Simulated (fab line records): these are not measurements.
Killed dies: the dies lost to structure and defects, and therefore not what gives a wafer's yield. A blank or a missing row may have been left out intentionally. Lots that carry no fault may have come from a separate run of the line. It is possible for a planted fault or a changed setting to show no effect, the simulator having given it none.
Comparing a struck lot with a sound one | flow sky130 | 15 out of 708 route steps
Sound: the wafers L313.2, L313.4, L313.5. The struck wafers were L334.1, L334.4, L334.5. The cause is named last.
At each step with rows: each side's tool, then ch and its chambers, then its first start. Under that, the readings that differ: sound wafers | struck wafers | difference of the means | sigmas: that difference in standard deviations of wafers without a fault.
alike: readings whose means differ by less than 2 such deviations, and words and numbers that are the same on both sides. not compared: withheld readings, readings that some wafer has no value for, bounds like >300 that may hide the same value, and numbers for which the record gives no deviation and whose values overlap.
A row with sigmas, a row that says differs or no value, or rows on one side alone: a step with any of these is where the two part. Non-overlapping numbers with no deviation appear without sigmas and do not part them. Lack of a reading on every wafer of one side parts them only where that side has two or more wafers.

first, 2 steps without rows for these wafers: SKY_GATE_OXIDE_IMPLANT_11; SKY_GATE_OXIDE_WET_ETCH_12 (etches SiO2 in dHF, target depth 16.8 nm, time 336 s).
SKY_GATE_OXIDE_STRIP_13: strips in O2/N2.
  sound on plasma_asher-04 ch 1, day 14 02:08; struck on plasma_asher-04 ch 0,1, day 21 01:19
  alike: drypump_motor_current_A, oes_product_au, strip_time_to_endpoint_s
  not compared: rf_hours_counter_h
SKY_GATE_OXIDE_TW_MEAS_14:
  sound on film_metro-03, day 14 02:15; struck on film_metro-03, day 21 01:25
  alike: GATE_OXIDE_TW
then, 3 steps without rows for these wafers: SKY_GATE_OXIDE_CLEAN_15 (cleans in SC1/SC2, time 150 s); SKY_GATE_OXIDE_OXIDATION_16 (stabilise 600 s, purge 300 s, target thk 3.57 nm); SKY_POLY_GATE_CVD_00 (deposits poly-Si, target thk 180 nm, time 720 s).
SKY_POLY_GATE_THK_MEAS_01:
  sound on film_metro-02, day 14 05:23; struck on film_metro-02, day 21 04:16
  alike: POLY_GATE_CVD_00_THK
then, 4 steps without rows for these wafers: SKY_RES_PROTECT_DEHYDRATE_00 (time 60 s); SKY_RES_PROTECT_HMDS_01 (prime time 60 s); SKY_RES_PROTECT_COAT_02 (resist thk 1140 nm); SKY_RES_PROTECT_SOFTBAKE_03 (time 60 s).
SKY_RES_PROTECT_EXPOSE_04: exposes mask RPM, target cd 1270 nm.
  sound on iline_stepper-02 ch 0, day 14 17:26; struck on iline_stepper-01 ch 0, day 21 20:04
  reading | sound             | struck                     | difference | sigmas
  mask    | RPM#0 RPM#0 RPM#0 | RPM_R1#0 RPM_R1#0 RPM_R1#0 | differs    |
then, 2 steps without rows for these wafers: SKY_RES_PROTECT_PEB_05; SKY_PAD_OPEN_PROBE_99.

== WHERE THEY PART ==
At SKY_RES_PROTECT_EXPOSE_04 and nowhere else, as far as this record goes.

WHY: what had been put in by the simulator
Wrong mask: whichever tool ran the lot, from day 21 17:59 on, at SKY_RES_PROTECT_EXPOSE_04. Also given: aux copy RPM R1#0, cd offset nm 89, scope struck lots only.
